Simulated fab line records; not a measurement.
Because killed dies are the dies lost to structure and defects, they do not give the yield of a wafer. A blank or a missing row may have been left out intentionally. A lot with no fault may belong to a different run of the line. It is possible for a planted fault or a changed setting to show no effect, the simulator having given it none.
2 desks, one fault | flow gf180mcu | only its own numbers are on each desk; what lay behind them is given at the end

## AT THE METROLOGY DESK
What the gauges read, lot by lot, whatever tool the lot ran on: means of the sampled wafers that have a number. If a lot's mean is further than 4 standard deviations from the usual mean, the lot is out of limits and carries the mark OUT (the distance appears in the brackets).
Columns: A = V3_W_THK at GF_V3_THK_MEAS_25, usual 342 nm
lot  | first seen here | A
L739 | day 22 08:10    | 347
L740 | day 22 17:23    | 348
L741 | day 22 19:16    | 347
L742 | day 23 10:38    | 336
L743 | day 24 03:26    | 343
L744 | day 24 15:35    | 342
L745 | day 24 16:31    | 347
L747 | day 25 22:55    | 336
L753 | day 27 00:34    | 348
L754 | day 27 20:00    | 342
L757 | day 28 02:43    | 341
L758 | day 28 08:58    | 343
L759 | day 28 10:39    | 338
L760 | day 28 19:04    | 340
This desk's verdict: no lot among the 14 shows anything out of limits.

## AT THE TOOL OWNER'S DESK: pvd sputter-04
The tool's own readings at GF_M4_SPUTTER_03 (material Ti, target thk 10 nm, time 6.7 s): means of the sampled wafers that have a number, for each lot that ran on this tool. If a lot's mean is further than 4 standard deviations from the usual mean, the lot is out of limits and carries the mark OUT (the distance appears in the brackets).
Columns: A = cathode dc power W at GF_M4_SPUTTER_03, usual 2999.9 W; B = throttle valve pct at GF_M4_SPUTTER_03, usual 29.5 %
lot  | first seen here | A                        | B
L739 | day 22 08:41    | 3000.3                   | 29.5
L743 | day 24 03:58    | 2999.7                   | 29.4
L753 | day 27 01:05    | 3088.2 (+99 or more) OUT | 29.6
L754 | day 27 20:31    | 3088.0 (+99 or more) OUT | 29.2
This desk's finding: out of limits on L753, L754; first on L753, day 27 01:05 (cathode dc power W at GF_M4_SPUTTER_03). L739, L743 stayed within limits.

## BROUGHT TOGETHER
The tool owner's desk had the chance to raise an alarm at day 27 01:05 on L753, L754.
At the metrology desk, nothing out of limits was observed.
The metrology desk holds a record of L753, L754, inside its limits.
GF_M4_SPUTTER_03 was run on pvd sputter-04 by each of the lots named.

## WHAT WAS PUT IN BY THE SIMULATOR
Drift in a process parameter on pvd sputter-04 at GF_M4_SPUTTER_03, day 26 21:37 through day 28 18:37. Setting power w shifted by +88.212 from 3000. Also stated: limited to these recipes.
Struck lots among those shown: L753, L754.
Time in hours from fault onset to the first out-of-limits reading at each desk: the tool owner's desk, 3.
